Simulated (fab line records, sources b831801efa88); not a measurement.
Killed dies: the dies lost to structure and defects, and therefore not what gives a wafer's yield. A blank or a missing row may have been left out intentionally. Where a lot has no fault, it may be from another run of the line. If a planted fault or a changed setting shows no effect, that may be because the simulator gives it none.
fab line records + flow gf180mcu
record
- lots=10
- wafers=30
- last-day=34
route steps=602 shown CONTACT@303 V1@356 M2@365
lots that met no fault: from a run of the same line without faults
start-h: hours from the record's opening day to when the first of the lot's shown wafers began + wait-h: hours since the lot's step before + " identical to the entry in the row above + L1.1+2: a row that stands for several wafers + - no value present, or no start provided + * or withheld: withheld + < > ~ a bound
route shown NAME@n: NAME is a module with steps in the file, n the number in the route of the first one + usual: average and standard deviation across the fault-free wafers + same: alike in all rows + chamber/n: place in a boat + sites: readings site by site + _std_site: the standard deviation of these + _edge_site: outer sites' mean less inner sites' + radius-mm: for every site, how far away it sits from the centre of the wafer + mask NAME#n: copy n + behind: tool/chamber where the wafer was last shaped + hold: reason for holding the lot/hours on hold/outcome of the hold + device: which transistor (n, p or np) failed to switch + end of line: the tests these same wafers got at the end of their route + a step without rows: its recipe alone + killed: dies lost to structure and defects at the first sort, not the wafer's yield + map: dies across one wafer; x = killed, . = not, _ = none there
set.NAME: the setting that was run; set.NAME@STEP: the one run at that earlier step + model.NAME: the simulator's own value behind a step, which no gauge read
the route's steps for a sample of lots (tables are steps, rows are wafers)
services: the hour from which a tool's chamber was out of use, counted from the record's first day as start-h (under 0 if before that day), plus the number of hours and why
## steps
# step GF_CONTACT_ETCH_16
# recipe
- chemistry=N2/H2
- target-depth-a=withheld
- overetch-a=withheld
- time-s=withheld
- target=BARC
- ion-energy-ev=200
- source-w=500
- bias-w=100
- pressure-mtorr=30
- n2-flow-sccm=100
- h2-flow-sccm=200
# usual
- drypump-motor-current-A=5.8/0.43
- n2-flow-sccm=100.03/0.29
- oes-product-au=0.854/0.0053
- throttle-valve-pct=13.227/0.0097
| lot.wafer | tool        | chamber | start-h | wait-h | drypump-motor-current-A | n2-flow-sccm | oes-product-au | throttle-valve-pct |
|-----------|-------------|---------|---------|--------|-------------------------|--------------|----------------|--------------------|
| L581.4    | rie-diel-02 | 1       | 365.41  | 0.0    | 6.6                     | 99.99        | 0.856          | 13.239             |
| L581.5    | "           | 2       | "       | "      | 6.4                     | 100.16       | 0.852          | 13.220             |
| L581.6    | "           | 1       | "       | "      | 6.5                     | 100.04       | 0.851          | 13.229             |
| L582.1    | rie-diel-03 | 2       | 369.41  | 0.0    | 5.3                     | 99.81        | 0.846          | 13.235             |
| L582.2    | "           | 1       | "       | "      | 5.5                     | 99.95        | 0.858          | 13.225             |
| L582.6    | "           | 2       | "       | "      | 5.3                     | 99.67        | 0.860          | 13.238             |
| L585.1    | rie-diel-04 | 3       | 386.31  | 0.0    | 5.7                     | 99.76        | 0.855          | 13.235             |
| L585.2    | "           | 2       | "       | "      | 6.1                     | 100.05       | 0.855          | 13.229             |
| L585.4    | "           | 1       | "       | "      | 5.6                     | 100.10       | 0.846          | 13.234             |
| L586.1    | rie-diel-02 | 0       | 403.41  | 0.0    | 5.2                     | 100.40       | 0.854          | 13.215             |
| L586.3    | "           | 3       | "       | "      | 6.1                     | 100.19       | 0.849          | 13.217             |
| L586.4    | "           | 2       | "       | "      | 6.4                     | 99.95        | 0.851          | 13.238             |
| L592.1    | rie-diel-02 | 0       | 471.15  | 0.0    | 5.2                     | 100.07       | 0.853          | 13.218             |
| L592.3    | "           | 3       | "       | "      | 6.1                     | 100.38       | 0.848          | 13.232             |
| L592.6    | "           | 1       | "       | "      | 6.6                     | 99.91        | 0.857          | 13.231             |
| L593.3    | rie-diel-04 | 3       | 479.35  | 0.0    | 5.7                     | 100.20       | 0.842          | 13.229             |
| L593.5    | "           | 3       | "       | "      | 5.7                     | 99.91        | 0.848          | 13.231             |
| L593.6    | "           | 0       | "       | "      | 6.0                     | 100.08       | 0.847          | 13.217             |
| L600.1    | rie-diel-04 | 0       | 532.96  | 0.0    | 6.0                     | 100.15       | 0.857          | 13.246             |
| L600.3    | "           | 1       | "       | "      | 5.7                     | 100.31       | 0.854          | 13.221             |
| L600.6    | "           | 1       | "       | "      | 5.7                     | 100.16       | 0.857          | 13.225             |
| L601.1    | rie-diel-04 | 0       | 538.35  | 0.0    | 6.0                     | 99.95        | 0.860          | 13.227             |
| L601.4    | "           | 1       | "       | "      | 5.7                     | 100.29       | 0.855          | 13.232             |
| L601.5    | "           | 1       | "       | "      | 5.6                     | 99.70        | 0.854          | 13.229             |
| L603.2    | rie-diel-02 | 3       | 552.88  | 0.0    | 6.1                     | 100.25       | 0.842          | 13.240             |
| L603.4    | "           | 0       | "       | "      | 5.1                     | 100.26       | 0.857          | 13.226             |
| L603.5    | "           | 1       | "       | "      | 6.6                     | 100.12       | 0.852          | 13.250             |
| L604.1    | rie-diel-04 | 0       | 564.81  | 0.0    | 6.0                     | 100.35       | 0.867          | 13.217             |
| L604.2    | "           | 2       | "       | "      | 6.1                     | 99.86        | 0.846          | 13.215             |
| L604.6    | "           | 2       | "       | "      | 6.1                     | 100.13       | 0.851          | 13.230             |
# step GF_V1_SPUTTER_21
# recipe
- material=Ti
- target-thk-nm=15
- chamber-pressure-pa=5
- power-w=2500
- substrate-temp-c=200
- time-s=80.02
# usual
- throttle-valve-pct=30.7/0.85
| lot.wafer | tool           | chamber | start-h | wait-h | throttle-valve-pct |
|-----------|----------------|---------|---------|--------|--------------------|
| L581.4    | pvd-sputter-02 | -       | 414.71  | 0.0    | 30.9               |
| L581.5    | "              | -       | "       | "      | 31.0               |
| L581.6    | "              | -       | "       | "      | 30.8               |
| L582.1    | pvd-sputter-04 | -       | 419.38  | 0.0    | 32.0               |
| L582.2    | "              | -       | "       | "      | 30.3               |
| L582.6    | "              | -       | "       | "      | 32.2               |
| L585.1    | pvd-sputter-02 | -       | 437.39  | 0.0    | 30.8               |
| L585.2    | "              | -       | "       | "      | 30.9               |
| L585.4    | "              | -       | "       | "      | 31.0               |
| L586.1    | pvd-sputter-04 | -       | 454.32  | 0.0    | 29.1               |
| L586.3    | "              | -       | "       | "      | 30.2               |
| L586.4    | "              | -       | "       | "      | 30.5               |
| L592.1    | pvd-sputter-03 | -       | 521.84  | 0.0    | 31.3               |
| L592.3    | "              | -       | "       | "      | 31.2               |
| L592.6    | "              | -       | "       | "      | 31.0               |
| L593.3    | pvd-sputter-04 | -       | 530.18  | 0.0    | 30.3               |
| L593.5    | "              | -       | "       | "      | 32.3               |
| L593.6    | "              | -       | "       | "      | 30.5               |
| L600.1    | pvd-sputter-04 | -       | 580.27  | 0.0    | 30.2               |
| L600.3    | "              | -       | "       | "      | 28.8               |
| L600.6    | "              | -       | "       | "      | 30.4               |
| L601.1    | pvd-sputter-02 | -       | 586.11  | 0.0    | 30.6               |
| L601.4    | "              | -       | "       | "      | 30.7               |
| L601.5    | "              | -       | "       | "      | 30.4               |
| L603.2    | pvd-sputter-04 | -       | 598.12  | 0.0    | 30.4               |
| L603.4    | "              | -       | "       | "      | 29.2               |
| L603.5    | "              | -       | "       | "      | 32.2               |
| L604.1    | pvd-sputter-02 | -       | 610.34  | 0.0    | 30.6               |
| L604.2    | "              | -       | "       | "      | 30.8               |
| L604.6    | "              | -       | "       | "      | 30.8               |
# step GF_V1_CVD_23
# recipe
- material=W
- target-thk-nm=350
- time-s=105.05
- temp-c=400
- pressure-torr=40
# usual
- heater-power-w=798/88
| lot.wafer | tool     | chamber | start-h | wait-h | heater-power-w |
|-----------|----------|---------|---------|--------|----------------|
| L581.4    | cvd-w-01 | 1       | 414.84  | 0.1    | 778            |
| L581.5    | "        | 0       | "       | "      | 676            |
| L581.6    | "        | 1       | "       | "      | 803            |
| L582.1    | cvd-w-01 | 0       | 419.48  | 0.0    | 679            |
| L582.2    | "        | 1       | "       | "      | 802            |
| L582.6    | "        | 1       | "       | "      | 790            |
| L585.1    | cvd-w-01 | 0       | 437.49  | 0.0    | 692            |
| L585.2    | "        | 1       | "       | "      | 790            |
| L585.4    | "        | 1       | "       | "      | 795            |
| L586.1    | cvd-w-02 | 0       | 454.42  | 0.0    | 893            |
| L586.3    | "        | 1       | "       | "      | 840            |
| L586.4    | "        | 0       | "       | "      | 917            |
| L592.1    | cvd-w-02 | 0       | 521.94  | 0.0    | 918            |
| L592.3    | "        | 1       | "       | "      | 869            |
| L592.6    | "        | 0       | "       | "      | 922            |
| L593.3    | cvd-w-02 | 0       | 530.32  | 0.1    | 912            |
| L593.5    | "        | 1       | "       | "      | 832            |
| L593.6    | "        | 0       | "       | "      | 934            |
| L600.1    | cvd-w-01 | 0       | 580.37  | 0.0    | 680            |
| L600.3    | "        | 0       | "       | "      | 668            |
| L600.6    | "        | 1       | "       | "      | 815            |
| L601.1    | cvd-w-01 | 0       | 586.21  | 0.0    | 674            |
| L601.4    | "        | 1       | "       | "      | 803            |
| L601.5    | "        | 1       | "       | "      | 824            |
| L603.2    | cvd-w-01 | 0       | 598.22  | 0.0    | 691            |
| L603.4    | "        | 1       | "       | "      | 810            |
| L603.5    | "        | 0       | "       | "      | 696            |
| L604.1    | cvd-w-01 | 1       | 610.44  | 0.0    | 810            |
| L604.2    | "        | 0       | "       | "      | 700            |
| L604.6    | "        | 1       | "       | "      | 807            |
# step GF_V1_RS_MEAS_24
# recipe
- thk-meas-gauge=four-point-probe
- reads=W_of_V1_CVD_23+TiN_of_V1_SPUTTER_22+Ti_of_V1_SPUTTER_21
# usual
- V1_W_RS=0.327/0.0038
| lot.wafer | tool          | chamber | start-h | wait-h | V1_W_RS[ohm/sq] |
|-----------|---------------|---------|---------|--------|-----------------|
| L581.4    | film-metro-01 | -       | 414.98  | 0.1    | 0.330           |
| L581.5    | "             | -       | "       | "      | 0.329           |
| L581.6    | "             | -       | "       | "      | 0.327           |
| L582.1    | film-metro-04 | -       | 419.59  | 0.1    | 0.328           |
| L582.2    | "             | -       | "       | "      | 0.332           |
| L582.6    | "             | -       | "       | "      | 0.333           |
| L585.1    | film-metro-04 | -       | 437.60  | 0.1    | 0.323           |
| L585.2    | "             | -       | "       | "      | 0.325           |
| L585.4    | "             | -       | "       | "      | 0.326           |
| L586.1    | film-metro-04 | -       | 454.53  | 0.1    | 0.317           |
| L586.3    | "             | -       | "       | "      | 0.331           |
| L586.4    | "             | -       | "       | "      | 0.321           |
| L592.1    | film-metro-03 | -       | 522.05  | 0.1    | 0.215           |
| L592.3    | "             | -       | "       | "      | 0.218           |
| L592.6    | "             | -       | "       | "      | 0.325           |
| L593.3    | film-metro-04 | -       | 530.44  | 0.1    | 0.217           |
| L593.5    | "             | -       | "       | "      | 0.324           |
| L593.6    | "             | -       | "       | "      | 0.323           |
| L600.1    | film-metro-04 | -       | 580.48  | 0.1    | 0.321           |
| L600.3    | "             | -       | "       | "      | 0.322           |
| L600.6    | "             | -       | "       | "      | 0.331           |
| L601.1    | film-metro-04 | -       | 586.32  | 0.1    | 0.322           |
| L601.4    | "             | -       | "       | "      | 0.327           |
| L601.5    | "             | -       | "       | "      | 0.327           |
| L603.2    | film-metro-01 | -       | 598.35  | 0.1    | 0.323           |
| L603.4    | "             | -       | "       | "      | 0.328           |
| L603.5    | "             | -       | "       | "      | 0.325           |
| L604.1    | film-metro-01 | -       | 610.55  | 0.1    | 0.326           |
| L604.2    | "             | -       | "       | "      | 0.318           |
| L604.6    | "             | -       | "       | "      | 0.325           |
# step GF_V1_THK_MEAS_25
# recipe
- thk-meas-gauge=xrf
- reads=W_of_V1_CVD_23
# usual
- V1_W_THK=357/6.1
| lot.wafer | tool          | chamber | start-h | wait-h | V1_W_THK[nm] |
|-----------|---------------|---------|---------|--------|--------------|
| L581.4    | film-metro-01 | -       | 415.07  | 0.1    | 356          |
| L581.5    | "             | -       | "       | "      | 362          |
| L581.6    | "             | -       | "       | "      | 360          |
| L582.1    | film-metro-04 | -       | 419.71  | 0.1    | 355          |
| L582.2    | "             | -       | "       | "      | 354          |
| L582.6    | "             | -       | "       | "      | 351          |
| L585.1    | film-metro-04 | -       | 437.72  | 0.1    | 363          |
| L585.2    | "             | -       | "       | "      | 359          |
| L585.4    | "             | -       | "       | "      | 357          |
| L586.1    | film-metro-04 | -       | 454.65  | 0.1    | 369          |
| L586.3    | "             | -       | "       | "      | 357          |
| L586.4    | "             | -       | "       | "      | 363          |
| L592.1    | film-metro-03 | -       | 522.17  | 0.1    | 532          |
| L592.3    | "             | -       | "       | "      | 530          |
| L592.6    | "             | -       | "       | "      | 353          |
| L593.3    | film-metro-04 | -       | 530.54  | 0.1    | 548          |
| L593.5    | "             | -       | "       | "      | 363          |
| L593.6    | "             | -       | "       | "      | 362          |
| L600.1    | film-metro-04 | -       | 580.60  | 0.1    | 366          |
| L600.3    | "             | -       | "       | "      | 365          |
| L600.6    | "             | -       | "       | "      | 355          |
| L601.1    | film-metro-04 | -       | 586.44  | 0.1    | 366          |
| L601.4    | "             | -       | "       | "      | 360          |
| L601.5    | "             | -       | "       | "      | 358          |
| L603.2    | film-metro-01 | -       | 598.46  | 0.1    | 364          |
| L603.4    | "             | -       | "       | "      | 353          |
| L603.5    | "             | -       | "       | "      | 359          |
| L604.1    | film-metro-01 | -       | 610.67  | 0.1    | 358          |
| L604.2    | "             | -       | "       | "      | 367          |
| L604.6    | "             | -       | "       | "      | 361          |
# step GF_V1_CMP_26
# recipe
- stop-on=SiO2
- down-force-psi=3.5
- platen-rpm=60
- t-overpolish-s=15
- target-thk-nm=0
- pad-velocity-m-s=0.94248
# usual
- motor-current-A=11.0/0.84
- retaining-ring-pressure-frac=1.000/0.0051
- time-to-endpoint-s=84/6.2
| lot.wafer | tool   | chamber | start-h | wait-h | motor-current-A | retaining-ring-pressure-frac | time-to-endpoint-s |
|-----------|--------|---------|---------|--------|-----------------|------------------------------|--------------------|
| L581.4    | cmp-01 | 2       | 415.10  | 0.0    | 10.1            | 0.996                        | 83                 |
| L581.5    | "      | 2       | "       | "      | 10.5            | 0.998                        | 80                 |
| L581.6    | "      | 3       | "       | "      | 10.1            | 1.008                        | 84                 |
| L582.2    | cmp-02 | 3       | 419.82  | 0.1    | 11.6            | 1.004                        | 88                 |
| L582.1    | "      | 1       | "       | "      | 10.8            | 0.993                        | 85                 |
| L582.6    | "      | 3       | "       | "      | 11.9            | 0.997                        | 91                 |
| L585.4    | cmp-01 | 1       | 437.78  | 0.0    | 10.5            | 0.989                        | 88                 |
| L585.1    | "      | 3       | "       | "      | 9.8             | 1.000                        | 83                 |
| L585.2    | "      | 0       | "       | "      | 10.7            | 1.001                        | 84                 |
| L586.1    | cmp-02 | 3       | 454.84  | 0.2    | 12.0            | 0.999                        | 97                 |
| L586.3    | "      | 0       | "       | "      | 11.8            | 1.000                        | 80                 |
| L586.4    | "      | 1       | "       | "      | 11.7            | 1.001                        | 91                 |
| L592.3    | cmp-02 | 3       | 522.28  | 0.1    | 12.2            | 1.004                        | 136                |
| L592.1    | "      | 0       | "       | "      | 12.6            | 1.001                        | 120                |
| L592.6    | "      | 3       | "       | "      | 12.3            | 0.991                        | 92                 |
| L593.3    | cmp-01 | 0       | 530.68  | 0.1    | 10.9            | 0.996                        | 129                |
| L593.5    | "      | 2       | "       | "      | 10.4            | 1.004                        | 88                 |
| L593.6    | "      | 3       | "       | "      | 10.1            | 1.007                        | 90                 |
| L600.1    | cmp-02 | 2       | 580.76  | 0.1    | 10.6            | 0.992                        | 77                 |
| L600.3    | "      | 3       | "       | "      | 11.9            | 1.008                        | 94                 |
| L600.6    | "      | 0       | "       | "      | 12.5            | 1.002                        | 76                 |
| L601.1    | cmp-01 | 0       | 586.60  | 0.1    | 11.4            | 1.001                        | 87                 |
| L601.4    | "      | 1       | "       | "      | 9.7             | 1.002                        | 88                 |
| L601.5    | "      | 3       | "       | "      | 9.9             | 0.999                        | 83                 |
| L603.4    | cmp-01 | 2       | 598.51  | 0.0    | 10.6            | 1.003                        | 86                 |
| L603.2    | "      | 3       | "       | "      | 10.4            | 0.996                        | 86                 |
| L603.5    | "      | 3       | "       | "      | 9.8             | 1.000                        | 87                 |
| L604.2    | cmp-02 | 3       | 610.73  | 0.0    | 11.2            | 0.993                        | 91                 |
| L604.1    | "      | 2       | "       | "      | 9.6             | 0.990                        | 72                 |
| L604.6    | "      | 0       | "       | "      | 11.5            | 1.002                        | 72                 |
# step GF_M2_SPUTTER_03
# recipe
- material=Ti
- target-thk-nm=10
- substrate-temp-c=300
- chamber-pressure-pa=0.3
- power-w=3108
- time-s=6.7
# usual
- throttle-valve-pct=30.5/0.87
| lot.wafer | tool           | chamber | start-h | wait-h | throttle-valve-pct |
|-----------|----------------|---------|---------|--------|--------------------|
| L581.4    | pvd-sputter-01 | -       | 415.56  | 0.0    | 29.3               |
| L581.5    | "              | -       | "       | "      | 29.3               |
| L581.6    | "              | -       | "       | "      | 31.7               |
| L582.1    | pvd-sputter-01 | -       | 420.23  | 0.0    | 29.3               |
| L582.2    | "              | -       | "       | "      | 31.9               |
| L582.6    | "              | -       | "       | "      | 29.1               |
| L585.1    | pvd-sputter-01 | -       | 438.24  | 0.0    | 30.3               |
| L585.2    | "              | -       | "       | "      | 28.5               |
| L585.4    | "              | -       | "       | "      | 29.5               |
| L586.1    | pvd-sputter-03 | -       | 455.25  | 0.0    | 31.5               |
| L586.3    | "              | -       | "       | "      | 30.8               |
| L586.4    | "              | -       | "       | "      | 31.1               |
| L592.1    | pvd-sputter-02 | -       | 522.69  | 0.0    | 30.6               |
| L592.3    | "              | -       | "       | "      | 30.4               |
| L592.6    | "              | -       | "       | "      | 30.9               |
| L593.3    | pvd-sputter-02 | -       | 531.20  | 0.0    | 30.7               |
| L593.5    | "              | -       | "       | "      | 30.9               |
| L593.6    | "              | -       | "       | "      | 30.7               |
| L600.1    | pvd-sputter-02 | -       | 581.12  | 0.0    | 30.5               |
| L600.3    | "              | -       | "       | "      | 30.9               |
| L600.6    | "              | -       | "       | "      | 30.7               |
| L601.1    | pvd-sputter-03 | -       | 586.98  | 0.0    | 29.8               |
| L601.4    | "              | -       | "       | "      | 31.7               |
| L601.5    | "              | -       | "       | "      | 29.5               |
| L603.2    | pvd-sputter-02 | -       | 598.97  | 0.0    | 30.4               |
| L603.4    | "              | -       | "       | "      | 30.5               |
| L603.5    | "              | -       | "       | "      | 30.5               |
| L604.1    | pvd-sputter-02 | -       | 611.19  | 0.0    | 30.7               |
| L604.2    | "              | -       | "       | "      | 31.0               |
| L604.6    | "              | -       | "       | "      | 30.5               |
## services
| tool           | chamber | start-h | hours | kind   |
|----------------|---------|---------|-------|--------|
| rie-diel-04    | 2       | 363.95  | 7.2   | repair |
| pvd-sputter-02 | -       | 376.32  | 2.0   | repair |
| cvd-w-01       | 1       | 377.66  | 3.9   | repair |
| rie-diel-04    | 3       | 379.73  | 4.2   | repair |
| cvd-w-01       | -       | 390.00  | 14.0  | pm     |
| cmp-01         | -       | 404.00  | 4.0   | pm     |
| pvd-sputter-04 | -       | 430.10  | 1.1   | repair |
| cmp-01         | -       | 439.62  | 2.5   | repair |
| rie-diel-04    | 2       | 448.70  | 5.8   | repair |
| cmp-01         | -       | 467.24  | 0.5   | repair |
| cvd-w-01       | 1       | 475.90  | 9.9   | repair |
| cmp-01         | -       | 478.10  | 7.0   | pm     |
| pvd-sputter-04 | -       | 483.64  | 14.4  | repair |
| cmp-01         | -       | 487.59  | 0.4   | repair |
| cvd-w-01       | -       | 512.52  | 0.7   | repair |
| cmp-02         | -       | 531.89  | 0.6   | repair |
| cmp-01         | -       | 538.74  | 5.7   | pm     |
| pvd-sputter-02 | -       | 539.27  | 1.1   | repair |
| rie-diel-04    | 0       | 543.00  | 4.0   | repair |
| rie-diel-04    | 3       | 544.40  | 9.1   | repair |
| rie-diel-04    | 1       | 546.86  | 1.6   | repair |
| rie-diel-04    | 3       | 556.20  | 1.9   | repair |
| cmp-02         | -       | 565.62  | 0.5   | repair |
| cmp-02         | -       | 585.45  | 4.0   | pm     |
## key
first-sign
- step=GF_V1_RS_MEAS_24
- reading=V1_W_RS
- direction=down
- sigmas=29
- usual=0.327
- struck=0.217
effect
- step=GF_V1_THK_MEAS_25
- reading=V1_W_THK
- direction=up
- sigmas=29
- usual=357
- struck=537
effect
- step=GF_V1_CMP_26
- reading=time-to-endpoint-s
- direction=up
- sigmas=7.1
- usual=*
- struck=*
met-at GF_V1_CVD_23
struck-lots L592,L593
struck-wafers L592.1,L592.3,L593.3
not-acting-at GF_CONTACT_ETCH_16,GF_V1_SPUTTER_21,GF_M2_SPUTTER_03
onset-between 454.42 521.94
fault
- kind=process-parameter-drift
- tool=cvd-w-02
- chamber=-
- onset-h=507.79
- steps=GF_V1_CVD_23
- channel=target-thk-nm
- offset=171.47
- shape=step
- end-h=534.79
- scope=struck-wafers-only
- acts-in=these-recipes-only
- stated=350
